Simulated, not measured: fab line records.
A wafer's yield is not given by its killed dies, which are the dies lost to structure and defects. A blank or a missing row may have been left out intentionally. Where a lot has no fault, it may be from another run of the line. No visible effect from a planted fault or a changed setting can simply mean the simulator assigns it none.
Which tool is to blame?	flow gf180mcu	6 lots, 18 wafers sampled, at 2 steps of a route of 602

== WHAT EACH GAUGE READ, for each wafer ==
GF_M1_RS_MEAS_05: uses a four-point probe to measure.
lot	measured	on	M1_ALCU_RS (ohm/sq)
L495	day 16 08:21	filmMetro-01	0.0709 0.0704 0.0702
L505	day 20 04:59	filmMetro-04	0.0686 0.0687 0.0686
L510	day 22 09:37	filmMetro-01	0.0711 0.0707 0.0711
L513	day 23 03:51	filmMetro-04	0.0696 0.0695 0.0689
L515	day 23 22:21	filmMetro-02	0.0696 0.0698 0.0700
L517	day 24 06:31	filmMetro-01	0.0694 0.0701 0.0696

== WHAT TOOL EACH LOT RAN ON (gives the tool, then ch and the chambers of the sampled wafers, and finally the start) ==
lot	GF_CONTACT_SPUTTER_22
L495	pvdSputter-01, day 16 07:26
L505	pvdSputter-01, day 20 04:05
L510	pvdSputter-04, day 22 08:38
L513	pvdSputter-04, day 23 02:55
L515	pvdSputter-02, day 23 21:26
L517	pvdSputter-02, day 24 05:37
- GF_CONTACT_SPUTTER_22: material Ti, target thk 15 nm, time 80.02 s.

== THE ANSWER, worked out from the rows above alone ==
Rule: the usual values come from the lots themselves. Put in order of their means at a reading, lots are off if they are a third of the lots or fewer, leave a main group of 4 or more, and stand apart from it by a gap of 3 or more times the standard deviation of the main group's means; of several such gaps the widest counts. A main group is skipped when, at the precision printed for the reading in the tables above, its means are all equal. Also off: a lot with no number at a reading for which 4 or more lots have one. Any other lot the step has rows for is counted as sound.
None of the lots is off at any reading shown; this tells nothing.

== WHAT THE SIMULATOR HAD PUT IN ==
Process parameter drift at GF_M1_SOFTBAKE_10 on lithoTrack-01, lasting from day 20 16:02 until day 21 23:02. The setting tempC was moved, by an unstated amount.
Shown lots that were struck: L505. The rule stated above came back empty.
